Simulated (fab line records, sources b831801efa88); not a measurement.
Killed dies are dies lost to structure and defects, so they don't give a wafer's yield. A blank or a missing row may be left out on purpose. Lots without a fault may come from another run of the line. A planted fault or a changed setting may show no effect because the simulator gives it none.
Chamber matching | flow sky130 | SKY_FIELD_ISO_CMP_27 on cmp-01: 4 sister chambers
The step polishes, stops on Si3N4, t overpolish 15.25 s, target thk 457.8 nm. 8 wafers are shown with their chamber, then 9 later ones without.

WAFERS WITH THEIR CHAMBER
wafer  | chamber | motor_current_A (A) | time_to_endpoint_s (s)
L400.3 | 2       | 14.0                | 110
L402.2 | 2       | 13.8                | 111
L402.6 | 0       | 11.3                | 112
L406.1 | 1       | 11.8                | 107
L406.5 | 0       | 11.9                | 117
L409.1 | 1       | 11.7                | 112
L409.3 | 3       | 11.7                | 116
L409.5 | 3       | 11.2                | 117

WAFERS WITHOUT THEIR CHAMBER
wafer  | motor_current_A (A) | time_to_endpoint_s (s)
L411.1 | 11.6                | 111
L411.2 | 11.6                | 114
L411.5 | 11.9                | 105
L413.1 | 11.6                | 114
L413.3 | 13.9                | 118
L413.4 | 12.0                | 113
L418.2 | 11.7                | 112
L418.4 | 13.7                | 120
L418.6 | 13.7                | 117

WHICH CHAMBER EACH WENT THROUGH
wafer  | from the rows above          | in truth
L411.1 | can't be placed: 1 or 0 or 3 | 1
L411.2 | can't be placed: 0 or 3 or 1 | 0
L411.5 | 1                            | 1
L413.1 | can't be placed: 0 or 3 or 1 | 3
L413.3 | 2                            | 2
L413.4 | can't be placed: 0 or 1 or 3 | 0
L418.2 | can't be placed: 1 or 0 or 3 | 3
L418.4 | 2                            | 2
L418.6 | 2                            | 2
Placed correctly: 4 of 9. Can't be placed from these rows: 5 (the true chamber is among the candidates in 5). Placed wrongly: 0.
How it was worked out, from the rows above alone: a wafer's distance from a chamber is the root of the sum, over the readings, of the square of ((its reading less the chamber's mean) divided by the reading's scatter). The wafer belongs to the nearest chamber; if the next one is less than 2 further off, it can't be placed. A chamber's mean is the mean of its shown wafers. The scatter: the root of (the sum of the squares of (reading less its chamber's mean) over the shown wafers, divided by (wafers less chambers)).
